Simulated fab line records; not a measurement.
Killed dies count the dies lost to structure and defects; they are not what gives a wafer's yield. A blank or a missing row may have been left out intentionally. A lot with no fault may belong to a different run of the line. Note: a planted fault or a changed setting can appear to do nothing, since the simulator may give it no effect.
Which tool was responsible? -- flow gf180mcu -- Sampling: 13 lots, 39 wafers, 4 of 602 route steps

== WHAT THE GAUGES READ, wafer by wafer ==
GF_CONTACT_THK_MEAS_03.
lot,measured,on,CONTACT_CVD_02_THK (nm)
L714,day 15 09:44,filmMetro-03,861 867 875
L715,day 15 19:59,filmMetro-01,849 849 855
L716,day 15 23:49,filmMetro-04,839 835 855
L718,day 16 14:09,filmMetro-01,859 849 858
L719,day 17 00:08,filmMetro-03,837 854 868
L720,day 17 09:02,filmMetro-04,856 875 862
L721,day 17 19:54,filmMetro-04,862 838 871
L722,day 17 21:11,filmMetro-04,848 861 850
L725,day 19 03:07,filmMetro-01,863 875 878
L730,day 20 23:36,filmMetro-03,847 838 844
L732,day 21 17:39,filmMetro-03,841 855 853
L734,day 22 05:01,filmMetro-04,859 866 853
L737,day 23 06:49,filmMetro-04,851 860 874

GF_V1_RS_MEAS_24: measurement is done with a four-point probe.
lot,measured,on,V1_W_RS (ohm/sq)
L714,day 18 09:26,filmMetro-01,0.330 0.332 0.331
L715,day 19 01:30,filmMetro-01,0.328 0.328 0.328
L716,day 19 01:41,filmMetro-02,0.327 0.328 0.332
L718,day 19 15:50,filmMetro-03,0.330 0.331 0.324
L719,day 20 03:38,filmMetro-03,0.326 0.332 0.327
L720,day 20 14:08,filmMetro-01,0.327 0.330 0.331
L721,day 21 00:11,filmMetro-02,0.329 0.328 0.332
L722,day 21 01:11,filmMetro-02,0.328 0.335 0.336
L725,day 22 08:37,filmMetro-01,0.331 0.330 0.329
L730,day 24 01:29,filmMetro-03,0.336 0.339 0.334
L732,day 24 17:52,filmMetro-03,0.328 0.324 0.332
L734,day 25 04:58,filmMetro-02,0.341 0.340 0.334
L737,day 26 04:50,filmMetro-01,0.329 0.328 0.333

GF_M2_RS_MEAS_05: measurement is done with a four-point probe.
lot,measured,on,M2_ALCU_RS (ohm/sq)
L714,day 18 10:08,filmMetro-02,0.0677 0.0687 0.0680
L715,day 19 02:13,filmMetro-04,0.0695 0.0696 0.0697
L716,day 19 02:23,filmMetro-02,0.0684 0.0692 0.0684
L718,day 19 16:32,filmMetro-01,0.0691 0.0692 0.0690
L719,day 20 04:20,filmMetro-01,0.0700 0.0705 0.0696
L720,day 20 14:50,filmMetro-02,0.0699 0.0704 0.0693
L721,day 21 00:53,filmMetro-04,0.0699 0.0696 0.0697
L722,day 21 01:53,filmMetro-04,0.0699 0.0690 0.0691
L725,day 22 09:19,filmMetro-02,0.0682 0.0685 0.0689
L730,day 24 02:11,filmMetro-01,0.0692 0.0698 0.0696
L732,day 24 18:34,filmMetro-01,0.0679 0.0688 0.0682
L734,day 25 05:40,filmMetro-01,0.0710 0.0705 0.0700
L737,day 26 05:32,filmMetro-02,0.0683 0.0681 0.0678

== WHAT TOOL EACH LOT RAN ON (gives the tool, then ch and the chambers of the sampled wafers, and finally the start) ==
lot,GF_STI_WET_ETCH_17
L714,"wetBench-01 ch 2, day 2 02:50"
L715,"wetBench-04 ch 1, day 2 09:57"
L716,"wetBench-04 ch 2, day 2 15:57"
L718,"wetBench-04 ch 3, day 2 22:41"
L719,"wetBench-02 ch 1, day 3 04:20"
L720,"wetBench-01 ch 3, day 3 08:09"
L721,"wetBench-01 ch 0, day 3 14:51"
L722,"wetBench-04 ch 0, day 3 18:29"
L725,"wetBench-02 ch 2, day 4 10:20"
L730,"wetBench-04 ch 3, day 5 12:57"
L732,"wetBench-02 ch 0, day 5 22:46"
L734,"wetBench-01 ch 1, day 6 08:36"
L737,"wetBench-02 ch 1, day 7 00:47"
- GF_STI_WET_ETCH_17: etches Si3N4 in H3PO4, target depth 45 nm, time 514 s.

== WHAT THE TOOLS THEMSELVES READ (means of the sampled wafers that have a number; where no wafer has one, the mark that the record gives instead) ==
GF_STI_WET_ETCH_17.
lot,tool,bathGuardTempC (C),tempC (C)
L714,wetBench-01,160.0,160.01
L715,wetBench-04,158.8,160.00
L716,wetBench-04,160.6,160.02
L718,wetBench-04,160.2,159.94
L719,wetBench-02,160.1,160.17
L720,wetBench-01,159.4,159.98
L721,wetBench-01,159.5,160.01
L722,wetBench-04,160.3,159.99
L725,wetBench-02,160.0,159.86
L730,wetBench-04,151.7,151.22
L732,wetBench-02,160.2,159.90
L734,wetBench-01,160.8,159.96
L737,wetBench-02,159.9,160.02

== THE ANSWER, worked out from the rows above alone ==
Rule: what is usual is taken from the lots themselves. Put in order of their means at a reading, lots are off if they are a third of the lots or fewer, leave a main group of 4 or more, and stand apart from it by a gap of 3 or more times the standard deviation of the main group's means; of several such gaps the widest counts. A main group whose means are all the same, to the digits that the tables above print for the reading, isn't used. Also off: a lot with no number at a reading for which 4 or more lots have one. All remaining lots with rows at the step are treated as sound. Order of review: gauges by route order, followed by the tools' own readings, for which a lot's mean as printed above is used. The first step at which some lot is off is used, and at that step the reading that is off furthest; a lot without a number counts as furthest.
Off at GF_STI_WET_ETCH_17 (tempC): L730. Mean 159.99 C and standard deviation 0.073 in the main group.
If a tool, at that step or one of the process steps before it, ran each lot that is off and ran no sound lot following the first of them, it fits. One fits: GF_STI_WET_ETCH_17 on wetBench-04. Its last sound lot is L722 (day 3 18:29), its first lot that is off L730 (day 5 12:57): a fault that began between those two fits.
The tool's own readings at GF_STI_WET_ETCH_17 bear it out: on the lots that are off they differ by more than 5 times the standard deviation of the sound lots' means. bathGuardTempC reads 151.7 C there against 160.0 C on the sound lots; tempC reads 151.22 C there against 159.99 C on the sound lots.

== WHAT THE SIMULATOR HAD INSERTED ==
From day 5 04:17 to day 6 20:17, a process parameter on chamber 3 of wetBench-04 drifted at GF_STI_WET_ETCH_17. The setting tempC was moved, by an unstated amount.
Shown lots that were struck: L730. This agrees with what the rule above found.
